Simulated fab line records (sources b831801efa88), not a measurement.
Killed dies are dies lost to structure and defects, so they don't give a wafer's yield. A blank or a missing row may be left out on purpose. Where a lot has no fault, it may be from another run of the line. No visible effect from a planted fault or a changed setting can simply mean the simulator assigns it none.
Which tool is to blame? ; flow sky130 ; 10 lots with 30 wafers sampled at 6 steps, on a route of 708 steps

== WHAT THE GAUGES SHOWED, per wafer ==
SKY_METAL1_THK_MEAS_06: measures by xrf.
lot;measured;on;METAL1_ALCU_THK (nm)
L881;day 32 07:17;film-metro-04;251 251 251
L882;day 32 23:39;film-metro-01;249 249 248
L883;day 33 05:21;film-metro-04;249 249 250
L884;day 33 10:18;film-metro-04;252 254 251
L892;day 36 01:50;film-metro-01;247 247 248
L895;day 36 19:59;film-metro-04;253 251 252
L897;day 37 03:37;film-metro-02;245 246 246
L898;day 38 02:06;film-metro-04;254 254 255
L899;day 38 14:09;film-metro-02;255 250 255
L901;day 38 21:25;film-metro-02;250 247 249

SKY_VIA1_BOW_MEAS_03.
lot;measured;on;VIA1_BOW (um)
L881;day 33 11:35;film-metro-02;72 74 80
L882;day 34 03:52;film-metro-01;97 90 82
L883;day 34 09:04;film-metro-02;87 82 79
L884;day 34 13:41;film-metro-03;76 80 68
L892;day 37 05:02;film-metro-01;68 83 101
L895;day 37 23:20;film-metro-03;81 80 82
L897;day 38 06:37;film-metro-02;87 98 97
L898;day 39 04:44;film-metro-02;83 88 88
L899;day 39 16:46;film-metro-03;83 81 79
L901;day 39 23:25;film-metro-02;70 85 97

SKY_METAL2_RS_MEAS_05: a four-point-probe measurement.
lot;measured;on;METAL2_ALCU_RS (ohm/sq)
L881;day 34 15:46;film-metro-03;0.1275 0.1291 0.1276
L882;day 35 08:03;film-metro-01;0.1278 0.1255 0.1294
L883;day 35 12:26;film-metro-03;0.1246 0.1260 0.1267
L884;day 35 17:35;film-metro-01;0.1265 0.1243 0.1265
L892;day 38 08:40;film-metro-01;0.1374 0.1401 0.1389
L895;day 39 02:28;film-metro-04;0.1371 0.1342 0.1351
L897;day 39 09:25;film-metro-01;0.1263 0.1280 0.1262
L898;day 40 07:11;film-metro-03;0.1269 0.1295 0.1282
L899;day 40 19:05;film-metro-04;0.1280 0.1274 0.1251
L901;day 41 01:23;film-metro-03;0.1275 0.1280 0.1280

SKY_METAL2_THK_MEAS_06: measures by xrf.
lot;measured;on;METAL2_ALCU_THK (nm)
L881;day 34 15:53;film-metro-03;247 244 248
L882;day 35 08:10;film-metro-01;248 252 243
L883;day 35 12:32;film-metro-03;254 250 251
L884;day 35 17:41;film-metro-01;249 254 250
L892;day 38 08:47;film-metro-01;229 224 225
L895;day 39 02:35;film-metro-04;233 234 233
L897;day 39 09:31;film-metro-01;248 246 251
L898;day 40 07:19;film-metro-03;249 243 246
L899;day 40 19:12;film-metro-04;247 248 254
L901;day 41 01:29;film-metro-03;248 246 247

== EACH LOT AND THE TOOL THAT RAN IT (in order: tool; ch and the chambers of the sampled wafers; start) ==
lot;SKY_METAL1_METAL_ETCH_19;SKY_METAL2_SPUTTER_02
L881;rie-metal-02 ch 0,1, day 33 10:25;pvd-sputter-02, day 34 15:40
L882;rie-metal-04 ch 0,1, day 34 02:43;pvd-sputter-03, day 35 07:57
L883;rie-metal-02 ch 0,1, day 34 07:53;pvd-sputter-02, day 35 12:19
L884;rie-metal-02 ch 0,1, day 34 12:31;pvd-sputter-03, day 35 17:28
L892;rie-metal-04 ch 1, day 37 03:48;pvd-sputter-02, day 38 08:34
L895;rie-metal-02 ch 0,1, day 37 22:10;pvd-sputter-02, day 39 02:22
L897;rie-metal-03 ch 1, day 38 05:21;pvd-sputter-03, day 39 09:16
L898;rie-metal-02 ch 0, day 39 03:29;pvd-sputter-03, day 40 07:06
L899;rie-metal-02 ch 0,1, day 39 15:34;pvd-sputter-03, day 40 18:59
L901;rie-metal-03 ch 0,1, day 39 22:14;pvd-sputter-01, day 41 01:16
- SKY_METAL1_METAL_ETCH_19: etches the open film in Cl2/BCl3, stops on SiO2, target depth 360 nm, time 78 s.
- SKY_METAL2_SPUTTER_02: material AlCu, target thk 250 nm, time 13.3 s.

== AS READ BY THE TOOLS THEMSELVES (means over the sampled wafers that have a number; for cases with no such wafer, the mark the record gives instead) ==
SKY_METAL1_METAL_ETCH_19.
lot;tool;bcl3-flow-sccm (sccm);bias-w (W);drypump-motor-current-A (A);oes-product-au (a.u.);throttle-valve-pct (%)
L881;rie-metal-02;29.97;48.64;5.7;0.857;22.269
L882;rie-metal-04;30.07;48.66;5.4;0.856;22.259
L883;rie-metal-02;30.07;48.47;5.7;0.856;22.261
L884;rie-metal-02;30.06;48.26;5.7;0.855;22.277
L892;rie-metal-04;30.04;48.65;6.0;0.862;22.263
L895;rie-metal-02;30.01;48.52;5.7;0.857;22.272
L897;rie-metal-03;30.03;48.32;5.9;0.851;22.257
L898;rie-metal-02;30.06;48.55;6.2;0.861;22.255
L899;rie-metal-02;30.00;48.48;5.8;0.858;22.261
L901;rie-metal-03;30.02;48.52;5.8;0.853;22.268

SKY_METAL2_SPUTTER_02.
lot;tool;chamber-pressure-pa (Pa);throttle-valve-pct (%)
L881;pvd-sputter-02;0.4002;29.6
L882;pvd-sputter-03;0.4007;30.4
L883;pvd-sputter-02;0.4001;29.5
L884;pvd-sputter-03;0.3997;30.5
L892;pvd-sputter-02;0.4004;29.5
L895;pvd-sputter-02;0.4007;29.6
L897;pvd-sputter-03;0.4004;29.6
L898;pvd-sputter-03;0.4004;30.0
L899;pvd-sputter-03;0.4002;29.8
L901;pvd-sputter-01;0.4004;29.7

== THE ANSWER, worked out from the rows above alone ==
Rule: what is usual is taken from the lots themselves. Put in order of their means at a reading, lots are off if they are a third of the lots or fewer, leave a main group of 4 or more, and stand apart from it by a gap of 3 or more times the standard deviation of the main group's means; of several such gaps the widest counts. Not used: any main group whose means are identical at the precision the tables above print for the reading. Also off: a lot with no number at a reading for which 4 or more lots have one. The other lots that the step has rows for count as sound. Order of review: gauges by route order, followed by the tools' own readings, for which a lot's mean as printed above is used. At the first step where some lot is off, the reading lying furthest off is the one used; lots without a number count as furthest.
Off: at SKY_METAL2_RS_MEAS_05 (METAL2_ALCU_RS), L892, L895. The main group: mean 0.1271 ohm/sq, standard deviation 0.00091.
If a tool, at a process step before that reading, ran all the lots that are off and no sound lot after the first of them, it fits. Those tools and the gauges at SKY_METAL2_RS_MEAS_05 are tried in the same way. One fits: SKY_METAL2_SPUTTER_02 on pvd-sputter-02. A fault onset in the window from L883 (day 35 12:19, its last sound lot) to L892 (day 38 08:34, its first lot off) fits.

== WHAT THE SIMULATOR HAD INSERTED ==
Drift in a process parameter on pvd-sputter-02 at SKY_METAL2_SPUTTER_02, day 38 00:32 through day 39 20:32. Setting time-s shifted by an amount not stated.
Lots struck among those shown: L892, L895. The same result came from the rule above.
